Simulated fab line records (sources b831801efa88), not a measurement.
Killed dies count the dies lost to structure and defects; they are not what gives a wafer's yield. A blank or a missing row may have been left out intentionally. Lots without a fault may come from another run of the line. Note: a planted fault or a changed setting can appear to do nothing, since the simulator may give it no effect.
Which of the tools did it? ; flow gf180mcu ; 15 lots, 45 wafers sampled, at 6 steps of a route of 602

## WHAT THE GAUGES READ, wafer by wafer
GF_STI_THK_MEAS_24. Usual: STI_CVD_23_THK gives 648 nm (standard deviation 6).
lot;measured;on;STI_CVD_23_THK (nm);flag
L751;day 2 21:28;film_metro-04;643 648 645;
L750;day 2 23:06;film_metro-04;648 647 651;
L753;day 2 23:06;film_metro-02;655 652 658;
L754;day 3 04:32;film_metro-01;646 650 647;
L756;day 3 10:50;film_metro-04;651 656 650;
L757;day 3 15:14;film_metro-04;651 650 655;
L759;day 4 00:47;film_metro-04;648 647 642;
L762;day 4 16:10;film_metro-02;646 649 656;
L763;day 4 21:01;film_metro-01;641 646 645;
L764;day 5 02:37;film_metro-02;649 644 652;
L765;day 5 08:44;film_metro-02;636 649 642;
L766;day 5 12:28;film_metro-02;643 639 646;
L770;day 6 11:06;film_metro-04;651 645 656;
L771;day 6 15:04;film_metro-04;648 639 642;
L772;day 6 19:16;film_metro-02;639 639 649;

GF_MVSD_OVL_MEAS_07. Usual: MVSD_OVL gives -0.6 nm (standard deviation 1.3).
lot;measured;on;MVSD_OVL (nm);flag
L751;day 5 05:02;overlay-02;1.6 1.1 0.1;
L750;day 5 06:08;overlay-01;-1.5 -2.4 -1.2;
L753;day 5 05:26;overlay-01;-3.2 -1.0 -0.9;
L754;day 5 11:47;overlay-02;0.8 0.4 0.4;
L756;day 5 16:15;overlay-02;-1.5 0.5 -1.1;
L757;day 5 20:38;overlay-01;0.1 -0.9 -0.9;
L759;day 6 08:29;overlay-01;-1.4 -2.4 -2.3;
L762;day 7 00:25;overlay-02;-1.5 -1.4 -0.8;
L763;day 7 05:38;overlay-02;1.0 0.9 0.6;
L764;day 7 11:06;overlay-02;0.0 1.6 -0.5;
L765;day 7 18:38;overlay-01;-3.2 -0.5 -2.6;
L766;day 7 23:11;overlay-02;-0.8 -0.4 -2.2;
L770;day 9 02:05;overlay-01;-0.5 1.7 -1.5;
L771;day 9 04:27;overlay-01;-1.2 -1.1 1.1;
L772;day 9 12:15;overlay-02;0.0 0.0 -0.3;

GF_MVSD_TW_MEAS_11. Usual: MVSD_TW gives 1576 (standard deviation 15).
lot;measured;on;MVSD_TW;flag
L751;day 5 05:28;film_metro-03;1576 1577 1579;
L750;day 5 06:35;film_metro-03;1582 1582 1580;
L753;day 5 05:53;film_metro-01;1590 1592 1590;
L754;day 5 12:13;film_metro-03;1581 1576 1580;
L756;day 5 16:42;film_metro-01;1587 1583 1592;
L757;day 5 21:04;film_metro-03;1581 1577 1586;
L759;day 6 08:55;film_metro-02;1560 1558 1555;
L762;day 7 00:52;film_metro-02;30 30 30;OFF
L763;day 7 06:05;film_metro-03;30 30 31;OFF
L764;day 7 11:32;film_metro-02;30 30 30;OFF
L765;day 7 19:05;film_metro-03;1590 1587 1596;
L766;day 7 23:37;film_metro-01;1580 1584 1578;
L770;day 9 02:31;film_metro-01;1578 1578 1573;
L771;day 9 04:53;film_metro-03;1589 1597 1590;
L772;day 9 12:42;film_metro-03;1594 1597 1589;

GF_VT_IMPLANT_OVL_MEAS_07. Usual: VT_IMPLANT_OVL gives 0.1 nm (standard deviation 1.5).
lot;measured;on;VT_IMPLANT_OVL (nm);flag
L751;day 6 07:29;overlay-02;-1.7 -0.3 -0.7;
L750;day 6 09:17;overlay-01;-0.9 1.7 -0.7;
L753;day 6 08:23;overlay-02;1.7 0.4 0.6;
L754;day 6 14:35;overlay-01;0.9 -0.5 -0.4;
L756;day 6 19:18;overlay-02;-4.0 -0.6 -2.1;
L757;day 7 00:53;overlay-01;-0.3 -0.1 -1.4;
L759;day 7 13:38;overlay-01;-0.3 0.3 -0.3;
L762;day 8 07:07;overlay-01;0.4 0.6 -0.6;
L763;day 8 11:41;overlay-02;1.5 1.3 -1.0;
L764;day 8 17:39;overlay-01;1.5 -2.1 0.6;
L765;day 9 01:56;overlay-01;1.0 1.7 0.3;
L766;day 9 04:44;overlay-01;1.0 0.4 0.5;
L770;day 10 10:38;overlay-02;1.7 -1.8 0.4;
L771;day 10 13:48;overlay-02;-0.7 0.4 -0.1;
L772;day 10 21:42;overlay-01;1.5 3.7 1.8;

## WHICH TOOL RAN EACH LOT (tool, then ch and the chambers of the sampled wafers, then the start)
lot;GF_LVPWELL_STRIP_10;GF_MVSD_STRIP_10
L751;plasma_asher-02 ch 0,1, day 4 16:10;plasma_asher-04 ch 0, day 5 05:22
L750;plasma_asher-03 ch 0,1, day 4 17:13;plasma_asher-01 ch 0,1, day 5 06:29
L753;plasma_asher-01 ch 0,1, day 4 16:35;plasma_asher-04 ch 0,1, day 5 05:47
L754;plasma_asher-03 ch 0,1, day 4 22:43;plasma_asher-03 ch 0,1, day 5 12:07
L756;plasma_asher-03 ch 0,1, day 5 03:40;plasma_asher-04 ch 0,1, day 5 16:37
L757;plasma_asher-02 ch 0,1, day 5 08:05;plasma_asher-01 ch 0,1, day 5 20:58
L759;plasma_asher-03 ch 0,1, day 5 19:40;plasma_asher-01 ch 1, day 6 08:49
L762;plasma_asher-02 ch 0,1, day 6 10:43;plasma_asher-01 ch 0,1, day 7 00:46
L763;plasma_asher-01 ch 1, day 6 15:35;plasma_asher-04 ch 0,1, day 7 05:59
L764;plasma_asher-01 ch 0,1, day 6 20:40;plasma_asher-04 ch 0,1, day 7 11:28
L765;plasma_asher-01 ch 0,1, day 7 04:08;plasma_asher-01 ch 0,1, day 7 18:58
L766;plasma_asher-01 ch 0,1, day 7 08:58;plasma_asher-01 ch 0,1, day 7 23:31
L770;plasma_asher-01 ch 0,1, day 8 10:43;plasma_asher-01 ch 0,1, day 9 02:25
L771;plasma_asher-01 ch 0,1, day 8 13:19;plasma_asher-01 ch 0,1, day 9 04:47
L772;plasma_asher-01 ch 0,1, day 8 19:36;plasma_asher-04 ch 0,1, day 9 12:37
- GF_LVPWELL_STRIP_10: strips in O2/N2.
- GF_MVSD_STRIP_10: strips in O2/N2.

## WHAT THE TOOLS THEMSELVES READ (means of the sampled wafers that have a number; where no wafer has one, the mark that the record gives instead)
GF_LVPWELL_STRIP_10. Usual: chamber_pressure_mTorr 1499.7 mTorr, standard deviation 2.4; drypump_motor_current_A 5.6 A, standard deviation 0.51; heater_power_w 331 W, standard deviation 37; oes_product_au 0.723 a.u., standard deviation 0.0042; strip_time_to_endpoint_s 36.95 s, standard deviation 0.097.
lot;tool;chamber_pressure_mTorr (mTorr);drypump_motor_current_A (A);heater_power_w (W);oes_product_au (a.u.);strip_time_to_endpoint_s (s);flag
L751;plasma_asher-02;1499.9;6.1;390;0.725;37.10;
L750;plasma_asher-03;1500.7;6.1;341;0.719;36.79;
L753;plasma_asher-01;1498.1;5.0;299;0.725;37.02;
L754;plasma_asher-03;1500.5;6.1;344;0.721;37.08;
L756;plasma_asher-03;1498.2;6.1;345;0.721;37.01;
L757;plasma_asher-02;1499.9;6.1;352;0.724;36.88;
L759;plasma_asher-03;1499.5;6.1;340;0.725;36.91;
L762;plasma_asher-02;-;-;-;-;-;OFF
L763;plasma_asher-01;-;-;-;-;-;OFF
L764;plasma_asher-01;-;-;-;-;-;OFF
L765;plasma_asher-01;1499.0;5.1;310;0.720;36.97;
L766;plasma_asher-01;1499.8;5.1;304;0.726;36.93;
L770;plasma_asher-01;1499.9;5.1;304;0.719;37.00;
L771;plasma_asher-01;1498.1;5.0;298;0.723;37.01;
L772;plasma_asher-01;1499.4;5.0;295;0.720;36.87;

GF_MVSD_STRIP_10. Usual: chamber_pressure_mTorr 1500.1 mTorr, standard deviation 1.3; drypump_motor_current_A 5.5 A, standard deviation 0.48; heater_power_w 319 W, standard deviation 20; oes_product_au 0.723 a.u., standard deviation 0.0045; strip_time_to_endpoint_s 36.93 s, standard deviation 0.1.
lot;tool;chamber_pressure_mTorr (mTorr);drypump_motor_current_A (A);heater_power_w (W);oes_product_au (a.u.);strip_time_to_endpoint_s (s);flag
L751;plasma_asher-04;1499.5;6.0;324;0.721;36.81;
L750;plasma_asher-01;1500.9;5.1;303;0.724;37.04;
L753;plasma_asher-04;1499.6;6.0;330;0.727;36.82;
L754;plasma_asher-03;1499.4;6.1;341;0.722;36.94;
L756;plasma_asher-04;1498.1;5.9;332;0.724;36.98;
L757;plasma_asher-01;1501.2;5.1;298;0.723;36.93;
L759;plasma_asher-01;1499.9;5.0;290;0.723;36.88;
L762;plasma_asher-01;1499.3;5.1;307;0.741;81.26;OFF
L763;plasma_asher-04;1499.5;5.9;331;0.740;81.14;OFF
L764;plasma_asher-04;1499.5;6.0;332;0.736;81.23;OFF
L765;plasma_asher-01;1501.3;5.1;306;0.723;37.12;
L766;plasma_asher-01;1499.4;5.1;304;0.719;36.82;
L770;plasma_asher-01;1499.8;5.1;299;0.719;37.01;
L771;plasma_asher-01;1500.9;5.1;298;0.723;36.94;
L772;plasma_asher-04;1501.3;6.0;330;0.725;36.94;

## THE ANSWER, worked out from the rows above alone
Rule: a lot is off if the mean of its wafers that have a number lies more than 3 standard deviations from the usual mean. A lot without any number at a reading at which 4 lots or more have one is off too. Any other lot the step has rows for is counted as sound. The gauges are gone through in route order, then the tools' own readings, and for those a lot's mean is taken as printed above. At the first step where some lot is off, the reading lying furthest off is the one used; lots without a number count as furthest.
Off: L762, L763, L764, seen at GF_MVSD_TW_MEAS_11 (MVSD_TW).
A tool fits if, at a process step before that reading, it ran every lot that is off, and no sound lot after the first of them. The gauges at GF_MVSD_TW_MEAS_11 aren't tried: what is off there is off at GF_LVPWELL_STRIP_10 too, on other tools, and a gauge's error can't cause that. Of those tried, none fits.

## WHAT THE SIMULATOR PUT IN
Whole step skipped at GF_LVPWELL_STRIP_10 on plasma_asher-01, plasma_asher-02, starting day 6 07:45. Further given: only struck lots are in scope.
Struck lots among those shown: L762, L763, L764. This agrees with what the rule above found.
